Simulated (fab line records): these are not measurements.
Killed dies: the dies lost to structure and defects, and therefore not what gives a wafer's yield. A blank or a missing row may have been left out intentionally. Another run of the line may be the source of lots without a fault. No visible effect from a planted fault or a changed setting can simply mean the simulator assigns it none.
fab line records	flow sky130
record: lots: 10	wafers: 30	last_day: 50
route steps=708 shown METAL2@502 VIA2@522 CAPM@537 METAL3@567 PAD_OPEN@708
lots untouched by any fault: they come from a run of this same line in which no faults occurred
start_h: the number of hours between the record's first day and the start of the first shown wafer of the lot	wait_h: time in hours since the lot's previous step	" unchanged from the row above	L1.1+2: several wafers, shown together as one row	- either no value or no given start	* or withheld: withheld	< > ~ a bound
route shown NAME@n: NAME is a module with steps in the file, n the number in the route of the first one	usual: mean/standard deviation of fault-free wafers	same: alike in all rows	chamber/n: place in a boat	sites: readings site by site	_std_site: the values' standard deviation	_edge_site: the outer-site mean with the inner-site mean subtracted	radius_mm: for every site, how far away it sits from the centre of the wafer	mask NAME#n: copy n	behind: the last tool/chamber to shape the wafer	hold: cause of the lot's hold/its duration in hours/its outcome	device: transistor that didn't switch, given as n, p or np	end of line: the route-end tests of the same wafers	a step without rows: its recipe alone	killed: at the first sort, the dies lost to defects and structure; wafer yield is something else	map: shows each die of a wafer: x if killed, . if not, _ if none is there
set.NAME: the setting that was run; set.NAME@STEP: the one run at that earlier step	model.NAME: the simulator's own value behind a step, which no gauge read
the route's steps for a sample of lots (tables are steps, rows are wafers)
services: when a tool's chamber went out of use (start_h, in hours from the record's first day, below 0 if earlier), for how many hours, and the reason
== steps ==
step: SKY_METAL2_METAL_ETCH_19
recipe: target_depth_a: 3600	stop_on: SiO2	over_etch_frac: 0.3	time_s: 78	chemistry: Cl2/BCl3	resist_sidewall_deg: 88	pressure_mtorr: 10	icp_w: 900	bias_w: 48.5	Cl2_flow_sccm: 60	bcl3_flow_sccm: 30
usual: bcl3_flow_sccm: 30.01/0.093	bias_w: 48.52/0.15	drypump_motor_current_A: 5.6/0.45	oes_product_au: 0.856/0.0064	throttle_valve_pct: 22.264/0.0092
lot.wafer	tool	chamber	start_h	wait_h	bcl3_flow_sccm	bias_w	drypump_motor_current_A	oes_product_au	rf_hours_counter_h	throttle_valve_pct
L839.2	rie_metal-02	1	822.19	0.0	30.13	48.27	5.7	0.863	4	22.245
L839.4	"	1	"	"	29.95	48.10	5.7	0.850	-	22.258
L839.5	"	1	"	"	29.88	48.22	5.7	0.853	-	22.256
L840.1	rie_metal-03	0	826.14	0.0	29.93	48.70	5.6	0.862	4	22.257
L840.2	"	1	"	"	30.05	48.37	6.0	0.865	14	22.251
L840.3	"	0	"	"	29.95	48.55	5.6	0.860	-	22.265
L841.1	rie_metal-02	0	835.84	0.0	30.03	48.56	4.8	0.854	14	22.270
L841.2	"	1	"	"	29.95	48.63	5.7	0.853	4	22.260
L841.6	"	0	"	"	30.04	48.48	4.8	0.849	-	22.252
L843.2	rie_metal-02	1	854.69	0.0	30.14	48.39	5.6	0.851	5	22.256
L843.5	"	1	"	"	30.09	48.68	5.7	0.857	-	22.276
L843.6	"	0	"	"	30.05	48.68	4.8	0.850	-	22.254
L844.1	rie_metal-02	1	858.84	0.0	29.93	48.22	5.7	0.857	6	22.271
L844.3	"	1	"	"	29.90	48.50	5.7	0.860	-	22.257
L844.6	"	1	"	"	29.86	48.41	5.7	0.867	-	22.256
L845.1	rie_metal-02	1	875.79	0.0	30.21	48.29	5.6	0.849	6	22.259
L845.4	"	1	"	"	30.07	48.51	5.6	0.842	-	22.258
L845.5	"	0	"	"	30.06	48.61	4.8	0.847	-	22.267
L857.1	rie_metal-02	1	961.89	0.0	30.02	48.36	5.6	0.859	11	22.263
L857.3	"	1	"	"	29.90	48.65	5.7	0.857	-	22.266
L857.4	"	0	"	"	30.03	48.60	4.8	0.859	-	22.270
L860.3	rie_metal-04	1	972.62	0.1	30.02	48.55	6.0	0.860	-	22.264
L860.4	"	0	"	"	30.02	48.46	6.1	0.859	-	22.276
L860.6	"	0	"	"	30.01	48.45	6.1	0.862	-	22.268
L861.1	rie_metal-02	0	987.94	0.0	30.04	48.40	4.9	0.851	2	22.275
L861.2	"	1	"	"	29.93	48.47	5.6	0.848	12	22.260
L861.3	"	0	"	"	30.07	48.46	4.8	0.846	-	22.273
L862.2	rie_metal-03	1	989.69	0.0	30.00	48.53	5.9	0.849	3	22.281
L862.4	"	1	"	"	29.96	48.47	6.0	0.843	-	22.277
L862.5	"	0	"	"	30.00	48.64	5.6	0.853	-	22.270
step: SKY_VIA2_ETCH_15
recipe: target: SiO2	chemistry: C4F8/O2/Ar	target_depth_nm: 546	stop_on: TiN	mask_material: KrF-thick	source_w: 1500	bias_w: 1200	pressure_mtorr: 40	c4f8_flow_sccm: withheld	O2_flow_sccm: 6	Ar_flow_sccm: 300	time_s: 84
usual: bias_w: 1200/3.5	oes_product_au: 0.939/0.0048
lot.wafer	tool	chamber	start_h	wait_h	bias_w	oes_product_au	rf_hours_counter_h
L839.2	rie_diel-01	1	850.82	0.0	1203	0.946	11
L839.4	"	2	"	"	1202	0.945	19
L839.5	"	2	"	"	1203	0.946	-
L840.1	rie_diel-04	1	853.19	0.0	1200	0.934	13
L840.2	"	2	"	"	1201	0.932	17
L840.3	"	0	"	"	1202	0.939	19
L841.1	rie_diel-04	2	863.14	0.0	1194	0.938	17
L841.2	"	1	"	"	1202	0.936	13
L841.6	"	0	"	"	1199	0.946	-
L843.2	rie_diel-04	1	882.49	0.0	1194	0.947	14
L843.5	"	3	"	"	1197	0.947	-
L843.6	"	2	"	"	1203	0.937	-
L844.1	rie_diel-01	2	886.54	0.0	1206	0.929	19
L844.3	"	0	"	"	1201	0.937	10
L844.6	"	0	"	"	1201	0.937	-
L845.1	rie_diel-01	0	902.79	0.0	1199	0.948	11
L845.4	"	3	"	"	1196	0.943	12
L845.5	"	1	"	"	1203	0.937	-
L857.1	rie_diel-04	2	988.29	0.0	1199	0.941	20
L857.3	"	3	"	"	1206	0.932	14
L857.4	"	0	"	"	1198	0.939	22
L860.3	rie_diel-04	0	997.32	0.0	1200	0.935	23
L860.4	"	2	"	"	1206	0.939	21
L860.6	"	1	"	"	1199	0.929	-
L861.1	rie_diel-04	0	1012.84	0.0	1199	0.941	23
L861.2	"	3	"	"	1196	0.934	14
L861.3	"	2	"	"	1199	0.937	21
L862.2	rie_diel-03	1	1014.59	0.0	1198	0.940	15
L862.4	"	3	"	"	1195	0.936	18
L862.5	"	3	"	"	1194	0.937	-
step: SKY_CAPM_CVD_00
recipe: material: SiO2	target_thk_nm: 15.5	temp_c: 400	time_s: withheld	rf_w: 450
usual: heater_power_w: 685/85
lot.wafer	tool	chamber	start_h	wait_h	heater_power_w
L839.2	pecvd-01	0	852.35	0.0	714
L839.4	"	1	"	"	803
L839.5	"	2	"	"	817
L840.1	pecvd-03	2	854.68	0.0	612
L840.2	"	0	"	"	664
L840.3	"	0	"	"	664
L841.1	pecvd-01	1	864.64	0.0	730
L841.2	"	0	"	"	662
L841.6	"	2	"	"	693
L843.2	pecvd-01	1	884.11	0.0	750
L843.5	"	0	"	"	624
L843.6	"	2	"	"	812
L844.1	pecvd-03	2	888.19	0.0	670
L844.3	"	1	"	"	825
L844.6	"	2	"	"	656
L845.1	pecvd-01	2	904.29	0.0	745
L845.4	"	0	"	"	748
L845.5	"	2	"	"	742
L857.1	pecvd-03	1	989.77	0.0	862
L857.3	"	2	"	"	577
L857.4	"	1	"	"	854
L860.3	pecvd-01	1	998.80	0.0	737
L860.4	"	1	"	"	731
L860.6	"	0	"	"	698
L861.1	pecvd-01	0	1014.32	0.0	583
L861.2	"	2	"	"	790
L861.3	"	2	"	"	763
L862.2	pecvd-01	0	1016.12	0.0	716
L862.4	"	2	"	"	720
L862.5	"	2	"	"	691
step: SKY_CAPM_THK_MEAS_01
recipe: reads: SiO2_of_CAPM_CVD_00
usual: CAPM_CVD_00_THK: 15.48/0.23
lot.wafer	tool	chamber	start_h	wait_h	CAPM_CVD_00_THK[nm]
L839.2	film_metro-04	-	852.38	-	15.41
L839.4	"	-	"	"	15.58
L839.5	"	-	"	"	15.55
L840.1	film_metro-04	-	854.71	-	15.58
L840.2	"	-	"	"	15.27
L840.3	"	-	"	"	15.38
L841.1	film_metro-04	-	864.66	-	15.27
L841.2	"	-	"	"	15.45
L841.6	"	-	"	"	15.74
L843.2	film_metro-03	-	884.14	-	20.87
L843.5	"	-	"	"	21.27
L843.6	"	-	"	"	21.36
L844.1	film_metro-03	-	888.21	-	15.66
L844.3	"	-	"	"	15.33
L844.6	"	-	"	"	15.81
L845.1	film_metro-04	-	904.31	-	21.14
L845.4	"	-	"	"	21.78
L845.5	"	-	"	"	21.26
L857.1	film_metro-04	-	989.79	-	15.22
L857.3	"	-	"	"	15.55
L857.4	"	-	"	"	15.52
L860.3	film_metro-03	-	998.85	-	15.21
L860.4	"	-	"	"	15.36
L860.6	"	-	"	"	16.17
L861.1	film_metro-03	-	1014.35	-	15.38
L861.2	"	-	"	"	15.16
L861.3	"	-	"	"	15.63
L862.2	film_metro-04	-	1016.16	-	15.46
L862.4	"	-	"	"	15.76
L862.5	"	-	"	"	15.70
step: SKY_CAPM_STRIP_14
recipe: chemistry: O2/N2	power_w: 1400	pressure_mtorr: 1500	platen_temp_c: withheld	o2_flow_sccm: 3000	n2_flow_sccm: 300	overash_fraction: 0.5
usual: drypump_motor_current_A: 5.6/0.46	oes_product_au: 0.710/0.005	strip_time_to_endpoint_s: 12.67/0.046
lot.wafer	tool	chamber	start_h	wait_h	drypump_motor_current_A	oes_product_au	rf_hours_counter_h	strip_time_to_endpoint_s
L839.2	plasma_asher-02	1	878.70	0.1	5.2	0.709	108	12.68
L839.4	"	0	"	"	5.2	0.703	-	12.69
L839.5	"	0	"	"	5.1	0.713	-	12.70
L840.1	plasma_asher-02	0	881.25	0.1	5.1	0.714	108	12.60
L840.2	"	1	"	"	5.2	0.711	108	12.65
L840.3	"	1	"	"	5.2	0.711	-	12.65
L841.1	plasma_asher-02	1	890.85	0.1	5.2	0.714	109	12.73
L841.2	"	0	"	"	5.1	0.718	109	12.71
L841.6	"	1	"	"	5.2	0.703	-	12.67
L843.2	plasma_asher-01	0	909.39	0.1	5.4	0.712	79	12.66
L843.5	"	0	"	"	5.4	0.715	-	12.59
L843.6	"	1	"	"	6.2	0.720	-	12.59
L844.1	plasma_asher-01	1	913.44	0.1	6.2	0.711	79	12.55
L844.3	"	1	"	"	6.2	0.707	-	12.59
L844.6	"	1	"	"	6.2	0.709	-	12.59
L845.1	plasma_asher-01	1	929.44	0.1	6.2	0.697	81	12.70
L845.4	"	0	"	"	5.4	0.715	-	12.72
L845.5	"	1	"	"	6.2	0.708	-	12.73
L857.1	plasma_asher-03	1	1012.44	0.1	5.9	0.711	53	12.70
L857.3	"	1	"	"	5.9	0.720	-	12.65
L857.4	"	0	"	"	6.3	0.702	-	12.71
L860.3	plasma_asher-02	1	1021.77	0.1	5.2	0.710	-	12.65
L860.4	"	0	"	"	5.2	0.718	-	12.63
L860.6	"	1	"	"	5.2	0.708	-	12.63
L861.1	plasma_asher-03	1	1037.14	0.1	5.9	0.701	56	12.63
L861.2	"	0	"	"	6.3	0.708	56	12.73
L861.3	"	0	"	"	6.3	0.707	-	12.63
L862.2	plasma_asher-01	0	1039.05	0.1	5.4	0.711	91	12.66
L862.4	"	0	"	"	5.4	0.711	-	12.68
L862.5	"	1	"	"	6.2	0.706	-	12.70
step: SKY_METAL3_ETCH_17
recipe: target: SiO2	stop_on: TiN	chemistry: C4F8/O2/Ar	source_w: 1500	bias_w: 1200	pressure_mtorr: 40	c4f8_flow_sccm: withheld	O2_flow_sccm: 6	Ar_flow_sccm: 300	time_s: 3.9	target_depth_a: 150
usual: bias_w: 1200/3.8	oes_product_au: 0.754/0.0069
lot.wafer	tool	chamber	start_h	wait_h	bias_w	oes_product_au	rf_hours_counter_h
L839.2	rie_diel-02	0	905.23	0.1	1204	0.757	10
L839.4	"	1	"	"	1198	0.759	14
L839.5	"	2	"	"	1202	0.752	-
L840.1	rie_diel-02	2	907.78	0.1	1201	0.755	11
L840.2	"	0	"	"	1202	0.750	10
L840.3	"	3	"	"	1197	0.748	16
L841.1	rie_diel-01	2	917.41	0.1	1198	0.744	20
L841.2	"	3	"	"	1202	0.760	13
L841.6	"	1	"	"	1201	0.761	-
L843.2	rie_diel-04	0	935.54	0.1	1202	0.886	21
L843.5	"	3	"	"	1198	0.894	-
L843.6	"	2	"	"	1202	0.903	-
L844.1	rie_diel-01	2	939.41	0.2	1201	0.759	21
L844.3	"	0	"	"	1195	0.743	12
L844.6	"	2	"	"	1202	0.762	-
L845.1	rie_diel-02	0	955.11	0.1	1199	0.887	11
L845.4	"	2	"	"	1194	0.910	13
L845.5	"	1	"	"	1202	0.900	-
L857.1	rie_diel-01	2	1036.28	0.1	1199	0.753	0
L857.3	"	0	"	"	1202	0.751	15
L857.4	"	1	"	"	1203	0.764	16
L860.3	rie_diel-04	3	1045.16	0.0	1202	0.749	16
L860.4	"	0	"	"	1206	0.752	25
L860.6	"	1	"	"	1200	0.772	-
L861.1	rie_diel-04	0	1060.01	0.1	1202	0.749	25
L861.2	"	2	"	"	1208	0.753	23
L861.3	"	3	"	"	1199	0.753	16
L862.2	rie_diel-04	2	1061.86	0.1	1200	0.754	23
L862.4	"	3	"	"	1198	0.757	16
L862.5	"	0	"	"	1193	0.756	-
step: SKY_PAD_OPEN_PROBE_99
usual: defect_limited_yield: 82.5/2.1	killed_at_M0_to_M3: 43/7.7	killed_at_M4_up: 3.4/1.9	killed_at_contacts: 25/5.6	killed_at_front_end: 14/4.3	killed_at_other: 0.2/0.5	killed_dies: 86/10	killed_on_rim: 17/4.1	killed_open: 47/7.2	killed_short: 39/6.7
same: gross_dies: 492	killed_at_back_side: 0
lot.wafer	tool	chamber	start_h	wait_h	defect_limited_yield[%]	killed_at_M0_to_M3	killed_at_M4_up	killed_at_contacts	killed_at_front_end	killed_at_other	killed_dies	killed_on_rim	killed_open	killed_short
L839.2	prober-02	-	1078.20	0.1	83.3	48	4	16	13	1	82	16	45	37
L839.4	prober-02	-	1078.30	0.2	84.8	37	5	20	11	2	75	17	45	30
L839.5	prober-02	-	1078.35	0.2	88.0	35	2	16	6	0	59	17	28	31
L840.1	prober-01	-	1079.14	0.1	83.5	42	2	20	17	0	81	15	39	42
L840.2	prober-01	-	1079.19	0.1	81.5	38	1	29	21	2	91	15	50	41
L840.3	prober-01	-	1079.24	0.2	80.9	41	3	28	22	0	94	18	52	42
L841.1	prober-02	-	1088.15	0.1	79.7	51	3	32	14	0	100	20	60	40
L841.2	prober-02	-	1088.20	0.1	82.3	48	5	25	9	0	87	14	46	41
L841.6	prober-02	-	1088.40	0.2	83.9	36	0	32	11	0	79	14	46	33
L843.2	prober-02	-	1105.40	0.1	81.9	47	3	29	10	0	89	14	49	40
L843.5	prober-02	-	1105.55	0.2	85.2	34	2	22	15	0	73	13	36	37
L843.6	prober-02	-	1105.60	0.2	79.9	49	6	32	12	0	99	24	63	36
L844.1	prober-01	-	1109.11	0.1	84.1	46	3	18	11	0	78	16	40	38
L844.3	prober-01	-	1109.21	0.2	81.5	44	2	34	11	0	91	13	55	36
L844.6	prober-01	-	1109.36	0.2	87.2	35	2	18	8	0	63	6	32	31
L845.1	prober-02	-	1120.33	0.1	80.1	53	2	31	12	0	98	18	57	41
L845.4	prober-02	-	1120.48	0.2	83.5	41	1	25	13	1	81	16	40	41
L845.5	prober-02	-	1120.53	0.2	82.9	47	1	24	12	0	84	18	48	36
L857.1	prober-02	-	1185.21	0.1	83.5	30	1	23	27	0	81	16	43	38
L857.3	prober-02	-	1185.31	0.2	83.1	32	2	32	17	0	83	17	48	35
L857.4	prober-02	-	1185.36	0.2	83.7	39	2	24	14	1	80	17	39	41
L860.3	prober-01	-	1191.67	0.2	80.7	48	3	26	18	0	95	22	50	45
L860.4	prober-01	-	1191.72	0.2	82.5	43	5	31	7	0	86	10	50	36
L860.6	prober-01	-	1191.82	0.2	82.3	36	5	31	14	1	87	21	52	35
L861.1	prober-02	-	1200.41	0.1	82.7	38	4	25	18	0	85	19	45	40
L861.2	prober-02	-	1200.46	0.1	86.4	30	2	15	20	0	67	18	34	33
L861.3	prober-02	-	1200.51	0.2	81.3	46	4	30	12	0	92	17	48	44
L862.2	prober-01	-	1204.00	0.1	85.8	34	2	20	14	0	70	16	43	27
L862.4	prober-01	-	1204.10	0.2	82.5	38	3	26	19	0	86	14	54	32
L862.5	prober-01	-	1204.15	0.2	80.9	47	3	31	13	0	94	18	44	50
killed by level:class
L839.2 VIA2:geometric_particle:open=9 VIA1:geometric_particle:open=9 METAL1:geometric_particle:short=6 VIA3:geometric_particle:short=6 VIA3:geometric_particle:open=6 LI_CONTACT:geometric_particle:open=5 CONTACT:geometric_particle:open=5 FIELD_ISO:geometric_particle:open=4
L839.4 VIA2:geometric_particle:open=10 CONTACT:geometric_particle:open=9 VIA3:geometric_particle:open=7 METAL1:geometric_particle:short=5 FIELD_ISO:geometric_particle:short=4 CONTACT:geometric_particle:short=4 VIA1:geometric_particle:short=4 LI_CONTACT:geometric_particle:open=3
L839.5 METAL2:geometric_particle:short=7 CONTACT:geometric_particle:short=6 CONTACT:geometric_particle:open=6 VIA3:geometric_particle:open=6 VIA1:geometric_particle:open=4 VIA1:geometric_particle:short=4 METAL3:geometric_particle:short=4 FIELD_ISO:geometric_particle:open=2
L840.1 VIA3:geometric_particle:short=8 VIA2:geometric_particle:open=7 VIA1:geometric_particle:open=7 CONTACT:geometric_particle:open=6 CONTACT:geometric_particle:short=5 METAL2:geometric_particle:short=5 LOCAL_INTERCONNECT:geometric_particle:short=4 POLY_GATE:geometric_particle:open=4
L840.2 CONTACT:geometric_particle:open=10 VIA1:geometric_particle:open=10 LI_CONTACT:geometric_particle:open=9 VIA1:geometric_particle:short=6 METAL1:geometric_particle:short=5 METAL2:geometric_particle:short=5 FIELD_ISO:geometric_particle:open=4 FIELD_ISO:geometric_particle:short=4
L840.3 CONTACT:geometric_particle:open=11 METAL2:geometric_particle:short=10 VIA1:geometric_particle:open=10 LI_CONTACT:geometric_particle:open=8 FIELD_ISO:geometric_particle:short=6 VIA3:geometric_particle:open=5 FIELD_ISO:geometric_particle:open=4 POLY_GATE:geometric_particle:open=4
L841.1 CONTACT:geometric_particle:open=11 LI_CONTACT:geometric_particle:open=10 VIA3:geometric_particle:open=10 VIA2:geometric_particle:open=9 LOCAL_INTERCONNECT:geometric_particle:short=8 VIA1:geometric_particle:open=6 VIA1:geometric_particle:short=5 VIA3:geometric_particle:short=5
L841.2 VIA2:geometric_particle:open=10 VIA1:geometric_particle:open=9 CONTACT:geometric_particle:open=8 METAL1:geometric_particle:short=7 CONTACT:geometric_particle:short=6 LI_CONTACT:geometric_particle:open=5 METAL4:geometric_particle:short=4 METAL2:geometric_particle:short=4
L841.6 VIA2:geometric_particle:open=10 LI_CONTACT:geometric_particle:open=9 CONTACT:geometric_particle:open=9 LI_CONTACT:geometric_particle:short=7 VIA1:geometric_particle:open=5 POLY_GATE:geometric_particle:short=4 CONTACT:geometric_particle:short=4 VIA1:geometric_particle:short=4
L843.2 CONTACT:geometric_particle:open=13 VIA3:geometric_particle:open=10 LI_CONTACT:geometric_particle:open=6 VIA2:geometric_particle:short=6 VIA1:geometric_particle:open=5 VIA3:geometric_particle:short=5 VIA1:geometric_particle:short=5 FIELD_ISO:geometric_particle:short=4
L843.5 CONTACT:geometric_particle:open=9 VIA3:geometric_particle:open=9 METAL1:geometric_particle:short=8 CONTACT:geometric_particle:short=6 LOCAL_INTERCONNECT:geometric_particle:short=5 POLY_GATE:geometric_particle:open=4 POLY_GATE:geometric_particle:short=4 FIELD_ISO:geometric_particle:open=3
L843.6 VIA1:geometric_particle:open=22 CONTACT:geometric_particle:open=12 CONTACT:geometric_particle:short=8 LI_CONTACT:geometric_particle:open=6 FIELD_ISO:geometric_particle:open=5 LI_CONTACT:geometric_particle:short=4 VIA2:geometric_particle:short=4 VIA2:geometric_particle:open=4
L844.1 VIA1:geometric_particle:open=9 CONTACT:geometric_particle:open=9 VIA3:geometric_particle:open=8 POLY_GATE:geometric_particle:short=7 VIA2:geometric_particle:open=6 METAL2:geometric_particle:short=5 VIA3:geometric_particle:short=5 LOCAL_INTERCONNECT:geometric_particle:short=4
L844.3 VIA1:geometric_particle:open=13 CONTACT:geometric_particle:open=11 LI_CONTACT:geometric_particle:open=9 VIA1:geometric_particle:short=7 METAL2:geometric_particle:open=6 LOCAL_INTERCONNECT:geometric_particle:short=5 POLY_GATE:geometric_particle:open=4 LI_CONTACT:geometric_particle:short=4
L844.6 VIA1:geometric_particle:open=12 CONTACT:geometric_particle:open=7 LOCAL_INTERCONNECT:geometric_particle:short=5 POLY_GATE:geometric_particle:short=4 METAL1:geometric_particle:short=4 METAL3:geometric_particle:short=4 CONTACT:geometric_particle:short=3 VIA2:geometric_particle:short=3
L845.1 VIA1:geometric_particle:open=16 CONTACT:geometric_particle:open=15 LI_CONTACT:geometric_particle:open=7 METAL1:geometric_particle:short=7 VIA2:geometric_particle:open=6 VIA3:geometric_particle:short=6 CONTACT:geometric_particle:short=5 VIA1:geometric_particle:short=5
L845.4 CONTACT:geometric_particle:open=11 VIA2:geometric_particle:open=10 VIA1:geometric_particle:open=9 FIELD_ISO:geometric_particle:short=6 METAL2:geometric_particle:short=6 LOCAL_INTERCONNECT:geometric_particle:short=5 CONTACT:geometric_particle:short=5 VIA3:geometric_particle:short=5
L845.5 VIA1:geometric_particle:open=10 CONTACT:geometric_particle:open=8 VIA2:geometric_particle:short=6 LI_CONTACT:geometric_particle:open=6 VIA2:geometric_particle:open=6 POLY_GATE:geometric_particle:short=4 VIA3:geometric_particle:open=4 METAL1:geometric_particle:open=4
L857.1 CONTACT:geometric_particle:open=9 FIELD_ISO:geometric_particle:open=7 POLY_GATE:geometric_particle:short=7 VIA1:geometric_particle:open=7 FIELD_ISO:geometric_particle:short=6 POLY_GATE:geometric_particle:open=6 LI_CONTACT:geometric_particle:open=6 VIA1:geometric_particle:short=6
L857.3 CONTACT:geometric_particle:open=9 LI_CONTACT:geometric_particle:open=8 VIA1:geometric_particle:open=8 FIELD_ISO:geometric_particle:open=6 METAL1:geometric_particle:short=5 LOCAL_INTERCONNECT:geometric_particle:short=5 VIA2:geometric_particle:open=5 FIELD_ISO:geometric_particle:short=4
L857.4 CONTACT:geometric_particle:open=9 VIA3:geometric_particle:open=9 VIA2:geometric_particle:open=6 FIELD_ISO:geometric_particle:short=5 CONTACT:geometric_particle:short=5 METAL3:geometric_particle:short=5 LI_CONTACT:geometric_particle:open=4 LOCAL_INTERCONNECT:geometric_particle:short=4
L860.3 VIA1:geometric_particle:open=12 CONTACT:geometric_particle:open=9 VIA2:geometric_particle:open=7 POLY_GATE:geometric_particle:short=6 LI_CONTACT:geometric_particle:open=6 POLY_GATE:geometric_particle:open=5 CONTACT:geometric_particle:short=5 METAL1:geometric_particle:short=5
L860.4 LI_CONTACT:geometric_particle:open=12 CONTACT:geometric_particle:open=9 VIA3:geometric_particle:open=8 VIA2:geometric_particle:open=7 VIA1:geometric_particle:short=7 VIA1:geometric_particle:open=5 LI_CONTACT:geometric_particle:short=4 METAL2:geometric_particle:short=4
L860.6 LI_CONTACT:geometric_particle:open=11 CONTACT:geometric_particle:open=10 VIA2:geometric_particle:open=7 METAL1:geometric_particle:short=7 CONTACT:geometric_particle:short=6 POLY_GATE:geometric_particle:open=5 METAL4:geometric_particle:short=5 VIA3:geometric_particle:open=5
L861.1 CONTACT:geometric_particle:open=11 LI_CONTACT:geometric_particle:open=7 METAL1:geometric_particle:short=7 VIA1:geometric_particle:open=7 FIELD_ISO:geometric_particle:open=6 METAL2:geometric_particle:short=6 FIELD_ISO:geometric_particle:short=5 POLY_GATE:geometric_particle:short=4
L861.2 VIA3:geometric_particle:open=8 CONTACT:geometric_particle:open=8 METAL1:geometric_particle:short=8 POLY_GATE:geometric_particle:short=7 FIELD_ISO:geometric_particle:short=5 POLY_GATE:geometric_particle:open=4 VIA1:geometric_particle:open=4 LOCAL_INTERCONNECT:geometric_particle:short=3
L861.3 CONTACT:geometric_particle:open=11 LI_CONTACT:geometric_particle:open=9 LOCAL_INTERCONNECT:geometric_particle:short=8 VIA1:geometric_particle:open=7 VIA2:geometric_particle:open=6 VIA3:geometric_particle:short=6 VIA3:geometric_particle:open=6 POLY_GATE:geometric_particle:short=4
L862.2 LI_CONTACT:geometric_particle:open=11 METAL1:geometric_particle:short=7 VIA1:geometric_particle:open=7 VIA2:geometric_particle:open=7 FIELD_ISO:geometric_particle:short=4 FIELD_ISO:geometric_particle:open=3 POLY_GATE:geometric_particle:open=3 CONTACT:geometric_particle:open=3
L862.4 CONTACT:geometric_particle:open=10 LI_CONTACT:geometric_particle:open=9 VIA2:geometric_particle:open=8 VIA3:geometric_particle:open=7 FIELD_ISO:geometric_particle:short=5 VIA1:geometric_particle:open=5 VIA2:geometric_particle:short=3 CONTACT:geometric_particle:short=3
L862.5 VIA3:geometric_particle:open=10 CONTACT:geometric_particle:open=10 METAL1:geometric_particle:short=9 LOCAL_INTERCONNECT:geometric_particle:short=8 VIA1:geometric_particle:short=7 VIA1:geometric_particle:open=7 CONTACT:geometric_particle:short=6 FIELD_ISO:geometric_particle:short=4
== services ==
tool	chamber	start_h	hours	kind
rie_diel-01	1	805.35	5.7	repair
plasma_asher-01	-	811.63	5.2	repair
plasma_asher-01	-	813.31	1.7	repair
rie_diel-02	1	824.95	49.5	repair
pecvd-03	1	827.59	25.8	repair
rie_metal-02	-	847.10	1.4	pm
rie_diel-02	2	857.34	3.0	repair
rie_diel-02	-	857.48	0.2	repair
rie_diel-02	0	869.38	14.4	repair
pecvd-01	-	873.03	0.9	repair
rie_diel-04	-	885.82	41.6	repair
plasma_asher-02	-	908.55	1.2	repair
pecvd-03	0	911.98	8.7	repair
rie_diel-04	3	912.85	5.1	repair
rie_metal-02	-	973.19	2.8	pm
pecvd-03	-	984.72	0.5	repair
pecvd-01	-	985.98	0.5	repair
rie_metal-02	-	1021.32	0.3	repair
pecvd-03	1	1025.07	9.2	repair
plasma_asher-01	-	1026.50	1.3	repair
pecvd-03	-	1038.91	0.5	repair
rie_diel-01	1	1040.42	63.3	repair
plasma_asher-02	-	1055.25	9.0	pm
rie_diel-02	1	1060.69	7.9	repair
== key ==
first_sign: step: SKY_CAPM_THK_MEAS_01	reading: CAPM_CVD_00_THK	direction: up	sigmas: 25	usual: 15.48	struck: 21.28
effect: step: SKY_METAL3_ETCH_17	reading: oes_product_au	direction: up	sigmas: 21	usual: 0.754	struck: 0.897
met_at SKY_CAPM_CVD_00
struck_lots L843,L845
not_acting_at SKY_METAL2_METAL_ETCH_19,SKY_VIA2_ETCH_15,SKY_CAPM_STRIP_14
onset_between 864.64 884.11
fault: kind: process_parameter_drift	tool: pecvd-01	chamber: -	onset_h: 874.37	steps: SKY_CAPM_CVD_00	channel: target_thk_nm	offset: 5.5998	shape: step	end_h: 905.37	acts_in: these_recipes_only	stated: 15.5
